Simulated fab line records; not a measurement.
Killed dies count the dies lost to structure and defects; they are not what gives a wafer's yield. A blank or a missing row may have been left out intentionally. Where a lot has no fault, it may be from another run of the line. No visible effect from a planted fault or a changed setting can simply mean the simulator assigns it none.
Which of the tools did it? :: flow sky130 :: 11 lots, 33 wafers sampled, at 5 steps of a route of 708

## WHAT THE GAUGES READ, wafer by wafer
SKY_VIA4_RS_MEAS_19: measurement is done with a four-point probe.
lot: L149
measured: day 43 05:10
on: film_metro-02
VIA4_W_RS (ohm/sq): 0.2235 0.2266 0.2278

lot: L150
measured: day 43 13:07
on: film_metro-03
VIA4_W_RS (ohm/sq): 0.2224 0.2249 0.2244

lot: L153
measured: day 44 16:00
on: film_metro-01
VIA4_W_RS (ohm/sq): 0.2316 0.2302 0.2286

lot: L155
measured: day 45 08:46
on: film_metro-03
VIA4_W_RS (ohm/sq): 0.2299 0.2283 0.2280

lot: L157
measured: day 46 00:19
on: film_metro-02
VIA4_W_RS (ohm/sq): 0.2232 0.2222 0.2268

lot: L159
measured: day 46 08:14
on: film_metro-02
VIA4_W_RS (ohm/sq): 0.2849 0.2930 0.2843

lot: L160
measured: day 46 09:08
on: film_metro-02
VIA4_W_RS (ohm/sq): 0.2887 0.2915 0.2887

lot: L161
measured: day 46 11:55
on: film_metro-01
VIA4_W_RS (ohm/sq): 0.2766 0.2827 0.2849

lot: L170
measured: day 48 12:03
on: film_metro-02
VIA4_W_RS (ohm/sq): 0.2258 0.2234 0.2249

lot: L171
measured: day 48 13:58
on: film_metro-03
VIA4_W_RS (ohm/sq): 0.2231 0.2222 0.2207

lot: L169
measured: day 48 17:26
on: film_metro-02
VIA4_W_RS (ohm/sq): 0.2235 0.2244 0.2212

SKY_VIA4_THK_MEAS_20: measures by xrf.
lot: L149
measured: day 43 05:17
on: film_metro-02
VIA4_W_THK (nm): 500 492 489

lot: L150
measured: day 43 13:14
on: film_metro-03
VIA4_W_THK (nm): 501 495 495

lot: L153
measured: day 44 16:07
on: film_metro-01
VIA4_W_THK (nm): 494 495 501

lot: L155
measured: day 45 08:53
on: film_metro-03
VIA4_W_THK (nm): 481 482 486

lot: L157
measured: day 46 00:25
on: film_metro-02
VIA4_W_THK (nm): 506 504 496

lot: L159
measured: day 46 08:21
on: film_metro-02
VIA4_W_THK (nm): 397 386 398

lot: L160
measured: day 46 09:15
on: film_metro-02
VIA4_W_THK (nm): 393 388 393

lot: L161
measured: day 46 12:02
on: film_metro-01
VIA4_W_THK (nm): 411 400 398

lot: L170
measured: day 48 12:10
on: film_metro-02
VIA4_W_THK (nm): 491 499 496

lot: L171
measured: day 48 14:05
on: film_metro-03
VIA4_W_THK (nm): 494 494 503

lot: L169
measured: day 48 17:34
on: film_metro-02
VIA4_W_THK (nm): 500 500 503

## WHICH TOOL RAN EACH LOT (tool, then ch and the chambers of the sampled wafers, then the start)
lot: L149
SKY_CAP2M_CVD_00: pecvd-01 ch 1,2, day 40 03:08
SKY_VIA4_SPUTTER_17: pvd_sputter-03, day 43 04:58
SKY_VIA4_CVD_18: cvd_w-01 ch 0,1, day 43 05:01

lot: L150
SKY_CAP2M_CVD_00: pecvd-01 ch 1,2, day 40 11:22
SKY_VIA4_SPUTTER_17: pvd_sputter-03, day 43 12:55
SKY_VIA4_CVD_18: cvd_w-02 ch 0,1, day 43 12:58

lot: L153
SKY_CAP2M_CVD_00: pecvd-03 ch 0,2, day 41 15:15
SKY_VIA4_SPUTTER_17: pvd_sputter-01, day 44 15:47
SKY_VIA4_CVD_18: cvd_w-01 ch 0,1, day 44 15:51

lot: L155
SKY_CAP2M_CVD_00: pecvd-03 ch 0,2, day 42 10:20
SKY_VIA4_SPUTTER_17: pvd_sputter-04, day 45 08:24
SKY_VIA4_CVD_18: cvd_w-01 ch 1, day 45 08:28

lot: L157
SKY_CAP2M_CVD_00: pecvd-01 ch 0,2, day 43 02:55
SKY_VIA4_SPUTTER_17: pvd_sputter-03, day 46 00:04
SKY_VIA4_CVD_18: cvd_w-02 ch 0,1, day 46 00:08

lot: L159
SKY_CAP2M_CVD_00: pecvd-03 ch 0,1,2, day 43 12:19
SKY_VIA4_SPUTTER_17: pvd_sputter-01, day 46 08:00
SKY_VIA4_CVD_18: cvd_w-01 ch 0,1, day 46 08:04

lot: L160
SKY_CAP2M_CVD_00: pecvd-02 ch 0,1,2, day 43 12:46
SKY_VIA4_SPUTTER_17: pvd_sputter-04, day 46 08:55
SKY_VIA4_CVD_18: cvd_w-01 ch 1, day 46 08:58

lot: L161
SKY_CAP2M_CVD_00: pecvd-03 ch 1,2, day 43 14:37
SKY_VIA4_SPUTTER_17: pvd_sputter-04, day 46 11:43
SKY_VIA4_CVD_18: cvd_w-01 ch 0,1, day 46 11:46

lot: L170
SKY_CAP2M_CVD_00: pecvd-03 ch 0,1,2, day 45 20:05
SKY_VIA4_SPUTTER_17: pvd_sputter-01, day 48 11:49
SKY_VIA4_CVD_18: cvd_w-02 ch 1, day 48 11:52

lot: L171
SKY_CAP2M_CVD_00: pecvd-03 ch 0,1,2, day 45 23:11
SKY_VIA4_SPUTTER_17: pvd_sputter-03, day 48 13:46
SKY_VIA4_CVD_18: cvd_w-02 ch 0, day 48 13:49

lot: L169
SKY_CAP2M_CVD_00: pecvd-02 ch 1,2, day 46 04:08
SKY_VIA4_SPUTTER_17: pvd_sputter-01, day 48 17:13
SKY_VIA4_CVD_18: cvd_w-02 ch 1, day 48 17:17
- SKY_CAP2M_CVD_00: deposits SiO2, target thk 15.5 nm.
- SKY_VIA4_SPUTTER_17: material TiN, target thk 20 nm, time 80 s.
- SKY_VIA4_CVD_18: deposits W, target thk 505 nm, time 152.14 s.

## AS READ BY THE TOOLS THEMSELVES (means over the sampled wafers that have a number; for cases with no such wafer, the mark the record gives instead)
SKY_CAP2M_CVD_00.
lot: L149
tool: pecvd-01
heater_power_w (W): 785
susceptor_temp_C (C): 400.06

lot: L150
tool: pecvd-01
heater_power_w (W): 723
susceptor_temp_C (C): 399.83

lot: L153
tool: pecvd-03
heater_power_w (W): 706
susceptor_temp_C (C): 399.90

lot: L155
tool: pecvd-03
heater_power_w (W): 671
susceptor_temp_C (C): 400.43

lot: L157
tool: pecvd-01
heater_power_w (W): 730
susceptor_temp_C (C): 399.71

lot: L159
tool: pecvd-03
heater_power_w (W): 626
susceptor_temp_C (C): 399.87

lot: L160
tool: pecvd-02
heater_power_w (W): 671
susceptor_temp_C (C): 400.26

lot: L161
tool: pecvd-03
heater_power_w (W): 646
susceptor_temp_C (C): 399.89

lot: L170
tool: pecvd-03
heater_power_w (W): 680
susceptor_temp_C (C): 400.10

lot: L171
tool: pecvd-03
heater_power_w (W): 681
susceptor_temp_C (C): 399.82

lot: L169
tool: pecvd-02
heater_power_w (W): 686
susceptor_temp_C (C): 399.89

SKY_VIA4_SPUTTER_17.
lot: L149
tool: pvd_sputter-03
throttle_valve_pct (%): 30.6

lot: L150
tool: pvd_sputter-03
throttle_valve_pct (%): 30.7

lot: L153
tool: pvd_sputter-01
throttle_valve_pct (%): 29.8

lot: L155
tool: pvd_sputter-04
throttle_valve_pct (%): 29.5

lot: L157
tool: pvd_sputter-03
throttle_valve_pct (%): 31.4

lot: L159
tool: pvd_sputter-01
throttle_valve_pct (%): 30.4

lot: L160
tool: pvd_sputter-04
throttle_valve_pct (%): 28.7

lot: L161
tool: pvd_sputter-04
throttle_valve_pct (%): 29.5

lot: L170
tool: pvd_sputter-01
throttle_valve_pct (%): 30.2

lot: L171
tool: pvd_sputter-03
throttle_valve_pct (%): 31.5

lot: L169
tool: pvd_sputter-01
throttle_valve_pct (%): 29.4

SKY_VIA4_CVD_18.
lot: L149
tool: cvd_w-01
heater_power_w (W): 847
susceptor_temp_C (C): 400.20

lot: L150
tool: cvd_w-02
heater_power_w (W): 864
susceptor_temp_C (C): 400.11

lot: L153
tool: cvd_w-01
heater_power_w (W): 840
susceptor_temp_C (C): 400.00

lot: L155
tool: cvd_w-01
heater_power_w (W): 882
susceptor_temp_C (C): 400.22

lot: L157
tool: cvd_w-02
heater_power_w (W): 866
susceptor_temp_C (C): 399.99

lot: L159
tool: cvd_w-01
heater_power_w (W): 777
susceptor_temp_C (C): 387.72

lot: L160
tool: cvd_w-01
heater_power_w (W): 832
susceptor_temp_C (C): 387.81

lot: L161
tool: cvd_w-01
heater_power_w (W): 732
susceptor_temp_C (C): 387.68

lot: L170
tool: cvd_w-02
heater_power_w (W): 817
susceptor_temp_C (C): 400.19

lot: L171
tool: cvd_w-02
heater_power_w (W): 895
susceptor_temp_C (C): 399.66

lot: L169
tool: cvd_w-02
heater_power_w (W): 826
susceptor_temp_C (C): 400.05

## THE ANSWER, worked out from the rows above alone
Rule: what is usual is taken from the lots themselves. Put in order of their means at a reading, lots are off if they are a third of the lots or fewer, leave a main group of 4 or more, and stand apart from it by a gap of 3 or more times the standard deviation of the main group's means; of several such gaps the widest counts. The tables above print the reading to a certain number of digits; a main group whose means all agree to those digits is not used. A lot without any number at a reading at which 4 lots or more have one is off too. Where the step has rows for the other lots, those lots are counted as sound. First the gauges in route order, then the tools' own readings, where a lot's mean is used as printed above. At the first step where some lot is off, the reading lying furthest off is the one used; lots without a number count as furthest.
Off: at SKY_VIA4_RS_MEAS_19 (VIA4_W_RS), L159, L160, L161. Mean 0.2253 ohm/sq and standard deviation 0.0026 in the main group.
A tool fits if, at a process step before that reading, it ran every lot that is off, and no sound lot after the first of them. Not tried: the gauges at SKY_VIA4_RS_MEAS_19; whatever is off there is also off at SKY_VIA4_CVD_18, on other tools, and gauge error can't account for it. One fits: cvd_w-01 at SKY_VIA4_CVD_18. A fault onset in the window from L155 (day 45 08:28, its last sound lot) to L159 (day 46 08:04, its first lot off) fits.
On the lots that are off, the tool's own readings at SKY_VIA4_CVD_18 differ by more than 5 times the standard deviation of the sound lots' means, which bears it out; susceptor_temp_C reads 387.74 C there versus 400.05 C on the sound lots.

## WHAT HAD BEEN PUT IN BY THE SIMULATOR
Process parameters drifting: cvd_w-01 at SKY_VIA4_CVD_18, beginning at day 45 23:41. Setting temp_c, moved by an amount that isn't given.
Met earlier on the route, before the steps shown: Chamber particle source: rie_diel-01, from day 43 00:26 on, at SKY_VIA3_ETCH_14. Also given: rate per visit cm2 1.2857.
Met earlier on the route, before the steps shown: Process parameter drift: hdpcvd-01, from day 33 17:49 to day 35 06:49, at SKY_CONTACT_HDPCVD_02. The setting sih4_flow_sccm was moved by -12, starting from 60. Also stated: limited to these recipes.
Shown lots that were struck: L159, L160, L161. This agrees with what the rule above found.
